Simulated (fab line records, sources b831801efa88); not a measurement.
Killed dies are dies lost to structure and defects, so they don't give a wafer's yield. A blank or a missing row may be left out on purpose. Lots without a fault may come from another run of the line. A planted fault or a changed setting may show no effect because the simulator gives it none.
Split-lot experiment | flow sky130 | 5 lots, 27 wafers read, on a route of 708 steps

THE SPLIT
At SKY_VIA3_ETCH_15 (etches SiO2 in C4F8/O2/Ar, stops on TiN, target depth 507 nm, time 78 s), the setting time_s was moved away from the recipe's 78 s on 12 of the 27 wafers read, by -46.3% to +42.6%. The other wafers ran this setting at the recipe's value.

The file shows no step between the split and the reading.

THE READING
oes_product_au, in a.u., at SKY_VIA3_STRIP_16 (strips in O2/N2). Fault-free wafers of this fab line usually give 0.402 a.u., standard deviation 0.0045 a.u..

wafer  | tool, chamber at the split | time_s as run, s | against the recipe | oes_product_au, a.u. | against lot-mates on the recipe
L078.4 | rie_diel-02, 2             | 78               | recipe             | 0.404                | -
L078.5 | rie_diel-02, 3             | 78               | recipe             | 0.400                | -
L078.6 | rie_diel-02, 0             | 78               | recipe             | 0.398                | -
L079.1 | rie_diel-02, 1             | 41.87            | -46.3%             | 0.422                | +0.020
L079.2 | rie_diel-02, 0             | 78               | recipe             | 0.407                | -
L079.3 | rie_diel-02, 3             | 78               | recipe             | 0.399                | -
L079.4 | rie_diel-02, 2             | 41.87            | -46.3%             | 0.420                | +0.018
L079.5 | rie_diel-02, 3             | 41.87            | -46.3%             | 0.423                | +0.021
L079.6 | rie_diel-02, 0             | 78               | recipe             | 0.400                | -
L082.1 | rie_diel-04, 0             | 108.1            | +38.6%             | 0.382                | -0.019
L082.2 | rie_diel-04, 1             | 108.1            | +38.6%             | 0.388                | -0.013
L082.3 | rie_diel-04, 2             | 78               | recipe             | 0.401                | -
L082.4 | rie_diel-04, 3             | 78               | recipe             | 0.400                | -
L082.5 | rie_diel-04, 3             | 108.1            | +38.6%             | 0.386                | -0.015
L082.6 | rie_diel-04, 0             | 78               | recipe             | 0.402                | -
L083.1 | rie_diel-03, 2             | 109.2            | +40.0%             | 0.386                | -0.015
L083.2 | rie_diel-03, 0             | 78               | recipe             | 0.398                | -
L083.3 | rie_diel-03, 1             | 109.2            | +40.0%             | 0.382                | -0.019
L083.4 | rie_diel-03, 1             | 78               | recipe             | 0.400                | -
L083.5 | rie_diel-03, 0             | 109.2            | +40.0%             | 0.384                | -0.017
L083.6 | rie_diel-03, 2             | 78               | recipe             | 0.406                | -
L081.1 | rie_diel-02, 0             | 78               | recipe             | 0.405                | -
L081.2 | rie_diel-02, 2             | 78               | recipe             | 0.400                | -
L081.3 | rie_diel-02, 1             | 111.2            | +42.6%             | 0.369                | -0.035
L081.4 | rie_diel-02, 3             | 111.2            | +42.6%             | 0.381                | -0.023
L081.5 | rie_diel-02, 0             | 111.2            | +42.6%             | 0.379                | -0.025
L081.6 | rie_diel-02, 3             | 78               | recipe             | 0.406                | -

THE FIT
A straight line over all 27 wafers: oes_product_au changes by -0.00047 a.u. for each +1% of time_s; r = -0.96; the points scatter about the line by 0.0037 a.u..
The same after taking each lot's own level away (the mean of its wafers on the recipe; 27 wafers): -0.000472 a.u. for each +1%; r = -0.95; scatter 0.0041 a.u..
On that fit, the largest move of time_s shifts the reading by 0.022 a.u..
The lots' own levels span 0.4007 to 0.4037 a.u., that is 0.7 times the standard deviation above.
So the lot-to-lot level changes the slope little: the two slopes agree.
Check: with one of the wafers moved furthest among these (-46.3%) left out of the fit, the line predicts +0.0216 a.u. for it against its lot-mates. It came out at +0.02 a.u. against them.
Tool readings at the split's step, against how far the setting was moved: oes_product_au r = -0.99.

OTHER SPLITS ON THESE WAFERS
These wafers also went through other splits before the reading. Each is held against what the fit with the lots' levels taken away leaves over:
other split on the same wafers          | wafers away from the commonest value | r with oes_product_au (lot level and that fit taken away)
SKY_LI_CONTACT_HDPCVD_00 time_s         | 9                                    | -0.21
SKY_METAL1_DEVELOP_14 develop_time_s    | 9                                    | +0.00
SKY_VIA1_SPUTTER_20 time_s              | 9                                    | -0.03
SKY_METAL3_METAL_ETCH_18 target_depth_a | 12                                   | -0.19

THE WHOLE CHAIN: every reading that the file lists as answering this split, in the file's order
step              | what it does                                                            | reading                                                                           | change (the file's fit)                    | r (the file's)
SKY_VIA3_ETCH_15  | etches SiO2 in C4F8/O2/Ar, stops on TiN, target depth 507 nm, time 78 s | oes_product_au                                                                    | -0.00118 a.u. for each +1% of the setting  | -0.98
SKY_VIA3_ETCH_15  | etches SiO2 in C4F8/O2/Ar, stops on TiN, target depth 507 nm, time 78 s | KrF-thick_of_VIA3_COAT_07.thk_nm (the simulator's own value, which no gauge read) | -1.03 nm for each +1% of the setting       | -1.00
SKY_VIA3_STRIP_16 | strips in O2/N2                                                         | oes_product_au                                                                    | -0.000475 a.u. for each +1% of the setting | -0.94
SKY_VIA3_STRIP_16 | strips in O2/N2                                                         | strip_time_to_endpoint_s                                                          | withheld for each +1% of the setting       | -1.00

THE FILE'S OWN FIT
oes_product_au changes by -0.000475 a.u. for each +1% of time_s, r = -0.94.
